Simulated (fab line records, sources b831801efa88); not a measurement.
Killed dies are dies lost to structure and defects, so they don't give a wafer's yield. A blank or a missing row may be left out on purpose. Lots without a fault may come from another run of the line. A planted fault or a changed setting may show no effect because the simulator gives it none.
Which tool did it? | flow gf180mcu | 13 lots, 39 wafers sampled, at 5 steps of a route of 602

WHAT THE GAUGES READ, wafer by wafer
GF_V4_CD_MEAS_14: target cd 260 nm. Usual: cd_nm 259.9 nm, standard deviation 1.3.
lot  | measured     | on        | cd_nm (nm)        | flag
L328 | day 24 02:13 | cd_sem-01 | 260.1 259.3 260.7 |
L329 | day 24 12:26 | cd_sem-01 | 258.9 258.7 257.8 |
L331 | day 25 15:50 | cd_sem-02 | 259.0 259.0 258.6 |
L333 | day 26 07:17 | cd_sem-02 | 260.4 259.1 258.4 |
L336 | day 27 05:17 | cd_sem-02 | 259.4 259.8 260.0 |
L338 | day 27 15:28 | cd_sem-02 | 260.5 261.0 262.4 |
L339 | day 27 23:01 | cd_sem-02 | 260.0 259.8 259.2 |
L340 | day 28 10:29 | cd_sem-02 | 258.9 259.9 259.3 |
L344 | day 29 15:52 | cd_sem-02 | 259.9 259.4 259.7 |
L347 | day 30 08:23 | cd_sem-02 | 259.3 260.2 260.6 |
L349 | day 30 22:35 | cd_sem-02 | 261.1 261.4 261.2 |
L350 | day 31 02:11 | cd_sem-02 | 260.0 260.3 259.3 |
L351 | day 31 04:40 | cd_sem-02 | 262.0 260.6 260.4 |

GF_M5_CD_MEAS_07: target cd 280 nm. Usual: cd_nm 280.4 nm, standard deviation 1.1.
lot  | measured     | on        | cd_nm (nm)        | flag
L328 | day 25 23:42 | cd_sem-02 | 280.9 280.7 281.7 |
L329 | day 26 09:20 | cd_sem-01 | 279.5 279.3 281.1 |
L331 | day 27 10:59 | cd_sem-02 | 279.7 280.4 280.4 |
L333 | day 28 02:10 | cd_sem-01 | 278.7 279.0 279.6 |
L336 | day 28 23:34 | cd_sem-01 | 292.7 292.4 292.7 | OFF
L338 | day 29 08:40 | cd_sem-02 | 281.6 279.2 279.1 |
L339 | day 29 23:10 | cd_sem-02 | 289.1 288.9 289.4 | OFF
L340 | day 30 02:39 | cd_sem-02 | 292.8 292.0 291.7 | OFF
L344 | day 31 06:01 | cd_sem-02 | 280.5 280.9 281.3 |
L347 | day 31 21:32 | cd_sem-01 | 282.6 282.9 282.7 |
L349 | day 32 10:19 | cd_sem-01 | 280.7 280.2 280.1 |
L350 | day 32 13:58 | cd_sem-02 | 281.6 281.1 280.7 |
L351 | day 32 17:17 | cd_sem-01 | 280.6 279.8 279.2 |

GF_M5_OVL_MEAS_08. Usual: M5_OVL 1 nm, standard deviation 4.6.
lot  | measured     | on         | M5_OVL (nm) | flag
L328 | day 25 23:48 | overlay-01 | 0 -8 0      |
L329 | day 26 09:28 | overlay-01 | -5 1 2      |
L331 | day 27 11:06 | overlay-02 | 0 0 -3      |
L333 | day 28 02:16 | overlay-01 | -1 -8 -2    |
L336 | day 28 23:40 | overlay-02 | 2 4 6       |
L338 | day 29 08:47 | overlay-01 | 5 8 5       |
L339 | day 29 23:17 | overlay-02 | 4 -4 5      |
L340 | day 30 02:46 | overlay-01 | 2 -7 -1     |
L344 | day 31 06:07 | overlay-01 | 4 5 -4      |
L347 | day 31 21:40 | overlay-01 | -2 3 0      |
L349 | day 32 10:26 | overlay-01 | 0 0 0       |
L350 | day 32 14:05 | overlay-02 | 4 -2 7      |
L351 | day 32 17:23 | overlay-01 | 2 0 8       |

WHICH TOOL RAN EACH LOT (tool, then ch and the chambers of the sampled wafers, then the start)
lot  | GF_MIM_CVD_05                   | GF_M5_SOFTBAKE_03
L328 | pecvd-03 ch 0,1,2, day 24 03:55 | litho_track-04 ch 0, day 25 12:55
L329 | pecvd-03 ch 0,1,2, day 24 14:16 | litho_track-04 ch 0, day 25 23:23
L331 | pecvd-01 ch 0,1,2, day 25 18:04 | litho_track-02 ch 0, day 27 00:37
L333 | pecvd-02 ch 0,1, day 26 09:05   | litho_track-04 ch 0, day 27 16:20
L336 | pecvd-03 ch 0,1, day 27 07:08   | litho_track-04 ch 0, day 28 14:01
L338 | pecvd-01 ch 0,2, day 27 17:11   | litho_track-01 ch 0, day 28 22:40
L339 | pecvd-03 ch 0,1, day 28 00:44   | litho_track-04 ch 0, day 29 14:08
L340 | pecvd-02 ch 0,1,2, day 28 12:16 | litho_track-04 ch 0, day 29 17:14
L344 | pecvd-03 ch 0,1,2, day 29 17:34 | litho_track-01 ch 0, day 30 21:13
L347 | pecvd-02 ch 0,1,2, day 30 10:09 | litho_track-02 ch 0, day 31 12:46
L349 | pecvd-03 ch 0,1,2, day 31 00:22 | litho_track-02 ch 0, day 32 01:52
L350 | pecvd-01 ch 0,2, day 31 03:58   | litho_track-04 ch 0, day 32 05:35
L351 | pecvd-01 ch 1,2, day 31 06:22   | litho_track-02 ch 0, day 32 08:47
- GF_MIM_CVD_05: deposits Si3N4, target thk 42 nm, time 29.086 s.
- GF_M5_SOFTBAKE_03: time 60 s.

WHAT THE TOOLS THEMSELVES READ (means of the sampled wafers that have a number; where no wafer has one, the mark that the record gives instead)
GF_MIM_CVD_05. Usual: heater_power_w 645 W, standard deviation 65.
lot  | tool     | heater_power_w (W) | flag
L328 | pecvd-03 | 602                |
L329 | pecvd-03 | 588                |
L331 | pecvd-01 | 599                |
L333 | pecvd-02 | 664                |
L336 | pecvd-03 | 601                |
L338 | pecvd-01 | 614                |
L339 | pecvd-03 | 621                |
L340 | pecvd-02 | 672                |
L344 | pecvd-03 | 617                |
L347 | pecvd-02 | 640                |
L349 | pecvd-03 | 622                |
L350 | pecvd-01 | 651                |
L351 | pecvd-01 | 628                |

GF_M5_SOFTBAKE_03. Usual: heater_power_total_W 93.05 W, standard deviation 0.058; plate_temp_C 129.99 C, standard deviation 0.14.
lot  | tool           | heater_power_total_W (W) | plate_temp_C (C) | flag
L328 | litho_track-04 | 93.03                    | 129.85           |
L329 | litho_track-04 | 93.07                    | 129.99           |
L331 | litho_track-02 | 93.10                    | 129.93           |
L333 | litho_track-04 | 93.06                    | 130.10           |
L336 | litho_track-04 | 88.24                    | 124.73           | OFF
L338 | litho_track-01 | 93.04                    | 129.89           |
L339 | litho_track-04 | 88.28                    | 124.63           | OFF
L340 | litho_track-04 | 88.23                    | 124.65           | OFF
L344 | litho_track-01 | 93.02                    | 130.06           |
L347 | litho_track-02 | 93.05                    | 129.88           |
L349 | litho_track-02 | 93.07                    | 130.00           |
L350 | litho_track-04 | 93.05                    | 130.11           |
L351 | litho_track-02 | 93.06                    | 130.18           |

THE ANSWER, worked out from the rows above alone
Rule: a lot is off if the mean of its wafers that have a number lies more than 3 standard deviations from the usual mean. A lot without any number at a reading at which 4 lots or more have one is off too. The other lots that the step has rows for count as sound. The gauges are gone through in route order, then the tools' own readings, and for those a lot's mean is taken as printed above. The first step at which some lot is off is used, and at that step the reading that is off furthest; a lot without a number counts as furthest.
Off: L336, L339, L340, at GF_M5_CD_MEAS_07 (cd_nm).
A tool fits if, at a process step before that reading, it ran every lot that is off, and no sound lot after the first of them. The gauges at GF_M5_CD_MEAS_07 aren't tried: what is off there is off at GF_M5_SOFTBAKE_03 too, on other tools, and a gauge's error can't cause that. None of those tried fits.

WHAT THE SIMULATOR HAD PUT IN
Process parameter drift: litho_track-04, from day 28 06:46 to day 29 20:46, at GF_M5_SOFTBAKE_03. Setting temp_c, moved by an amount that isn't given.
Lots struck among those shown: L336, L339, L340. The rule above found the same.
